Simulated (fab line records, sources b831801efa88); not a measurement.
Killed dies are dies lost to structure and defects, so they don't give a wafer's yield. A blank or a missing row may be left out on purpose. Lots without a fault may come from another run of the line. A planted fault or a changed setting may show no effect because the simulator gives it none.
A struck lot beside a sound one | flow sky130 | 25 steps out of a route of 708
Sound: wafers L133.1, L133.3, L133.4. Struck: wafers L147.2, L147.5, L147.6. The cause comes at the end.
At each step with rows: each side's tool, then ch and its chambers, then its first start. Under that, the readings that differ: sound wafers | struck wafers | difference of the means | sigmas: that difference in standard deviations of wafers without a fault.
alike: readings whose means differ by less than 2 such deviations, and words and numbers that are the same on both sides. not compared: withheld readings, readings that some wafer has no value for, bounds like >300 that may hide the same value, and numbers for which the record gives no deviation and whose values overlap.
The two part at a step that has a row with sigmas, a row that says differs or no value, or rows on one side only. Numbers that don't overlap but have no deviation are shown without sigmas and don't part them. A reading that every wafer of one side lacks parts them only if that side has two wafers or more.

first, 3 steps without rows for these wafers: SKY_LOCAL_INTERCONNECT_STRIP_16 (strips in post etch residue remover, time 1200 s); SKY_LOCAL_INTERCONNECT_CLEAN_17 (cleans in IPA, time 180 s); SKY_LOCAL_INTERCONNECT_CLEAN_18 (cleans in O3/DIW).
SKY_CONTACT_CVD_00: deposits Si3N4, target thk 75 nm.
  sound on pecvd-01 ch 0,1, day 31 15:47; struck on pecvd-04 ch 0,1, day 35 21:04
  alike: heater_power_w
SKY_CONTACT_THK_MEAS_01:
  sound on film_metro-04, day 31 15:50; struck on film_metro-01, day 35 21:06
  alike: CONTACT_CVD_00_THK
then, 1 step without rows for these wafers: SKY_CONTACT_HDPCVD_02 (deposits SiO2, target thk 565 nm, time 94.2 s).
SKY_CONTACT_THK_MEAS_03:
  sound on film_metro-01, day 31 15:58; struck on film_metro-04, day 35 21:14
  alike: CONTACT_HDPCVD_THK
SKY_CONTACT_CMP_04: polishes SiO2.
  sound on cmp-02 ch 0,2,3, day 31 16:05; struck on cmp-02 ch 0,2,3, day 35 21:23
  alike: head_pressure_psi, motor_current_A, slurry_filter_dp_kPa, time_to_endpoint_s
SKY_CONTACT_BOW_MEAS_05:
  sound on film_metro-01, day 31 16:20; struck on film_metro-01, day 35 21:36
  alike: CONTACT_BOW
then, 3 steps without rows for these wafers: SKY_CONTACT_DEHYDRATE_06 (time 60 s); SKY_CONTACT_HMDS_07 (prime time 60 s); SKY_CONTACT_COAT_08 (resist thk 60 nm).
SKY_CONTACT_COAT_09: resist thk 450 nm.
  sound on litho_track-01 ch 0, day 32 05:00; struck on litho_track-01 ch 0, day 36 10:00
  reading                                        | sound             | struck            | difference | sigmas
  model.KrF-thick_of_CONTACT_COAT_09.thk_nm (nm) | 452.8 451.5 449.9 | 574.2 574.4 574.8 | +123.1     |
then, 3 steps without rows for these wafers: SKY_CONTACT_SOFTBAKE_10 (time 90 s); SKY_CONTACT_EXPOSE_11 (exposes mask CTM1, target cd 170 nm); SKY_CONTACT_PEB_12.
SKY_CONTACT_DEVELOP_13: develop time 57.27 s.
  sound on litho_track-02 ch 0; struck on litho_track-01 ch 0
  reading                  | sound             | struck            | difference | sigmas
  model.CONTACT.cd_nm (nm) | 171.5 172.8 171.9 | 163.4 163.6 163.2 | -8.7       |
SKY_CONTACT_CD_MEAS_14: target cd 170 nm.
  sound on cd_sem-02, day 32 19:10; struck on cd_sem-02, day 37 00:11
  reading    | sound             | struck            | difference | sigmas
  cd_nm (nm) | 171.3 172.9 172.1 | 163.4 163.7 163.5 | -8.6       | -6
SKY_CONTACT_OVL_MEAS_15:
  sound on overlay-01, day 32 19:17; struck on overlay-02, day 37 00:17
  alike: CONTACT_OVL
SKY_CONTACT_ETCH_16: etches BARC in N2/H2, stops on SiO2, time 45.9 s, target depth 60 nm.
  sound on rie_diel-03 ch 0,1,3, day 32 19:20; struck on rie_diel-04 ch 0,3, day 37 00:19
  alike: drypump_motor_current_A, oes_product_au, throttle_valve_pct
  not compared: rf_hours_counter_h
SKY_CONTACT_ETCH_17: etches SiO2 in C4F8/O2/Ar, stops on Si3N4, target depth 340 nm.
  sound on rie_diel-03 ch 0,1,3, day 32 19:22; struck on rie_diel-04 ch 0,3, day 37 00:22
  alike: oes_product_au
SKY_CONTACT_ETCH_18: etches Si3N4 in CHF3/O2, stops on TiN, time 39 s, target depth 75 nm.
  sound on rie_diel-03 ch 0,1,3; struck on rie_diel-04 ch 0,3
  reading                                        | sound             | struck            | difference | sigmas
  model.KrF-thick_of_CONTACT_COAT_09.thk_nm (nm) | 246.9 239.4 238.7 | 367.2 366.3 367.9 | +125.5     |
  model.CONTACT.cd_nm (nm)                       | 171.5 173.9 171.3 | 162.7 163.4 163.9 | -8.9       |
  alike: drypump_motor_current_A, oes_product_au, throttle_valve_pct
  not compared: rf_hours_counter_h
SKY_CONTACT_STRIP_19: strips in O2/N2.
  sound on plasma_asher-01 ch 0,1, day 32 19:28; struck on plasma_asher-01 ch 0,1, day 37 00:27
  reading                      | sound             | struck            | difference | sigmas
  oes_product_au (a.u.)        | 0.379 0.380 0.381 | 0.433 0.424 0.439 | +0.052     | +11
  strip_time_to_endpoint_s (s) | 3.65 3.57 3.58    | 4.92 4.91 4.94    | +1.32      | +40
  alike: drypump_motor_current_A
  not compared: rf_hours_counter_h
then, 1 step without rows for these wafers: SKY_CONTACT_STRIP_20 (strips in post etch residue remover, time 1200 s).
-- the record jumps here: 13 days lie between the struck wafers' starts before and after (it left off in module CONTACT and takes up again in module PAD_OPEN, whose first step shown is number 708 of the route) --
SKY_PAD_OPEN_PROBE_99:
  sound on prober-01, day 46 18:28; struck on prober-01, day 49 19:42
  alike: killed_at_M0_to_M3, killed_at_M4_up, killed_at_contacts, killed_at_front_end, killed_at_other, killed_dies, killed_open, killed_short

WHERE THEY PART
First at SKY_CONTACT_CD_MEAS_14; last, within this record, at SKY_CONTACT_STRIP_19. Later steps at which nothing parts them and some readings are alike: SKY_PAD_OPEN_PROBE_99.

WHY: what the simulator had put in
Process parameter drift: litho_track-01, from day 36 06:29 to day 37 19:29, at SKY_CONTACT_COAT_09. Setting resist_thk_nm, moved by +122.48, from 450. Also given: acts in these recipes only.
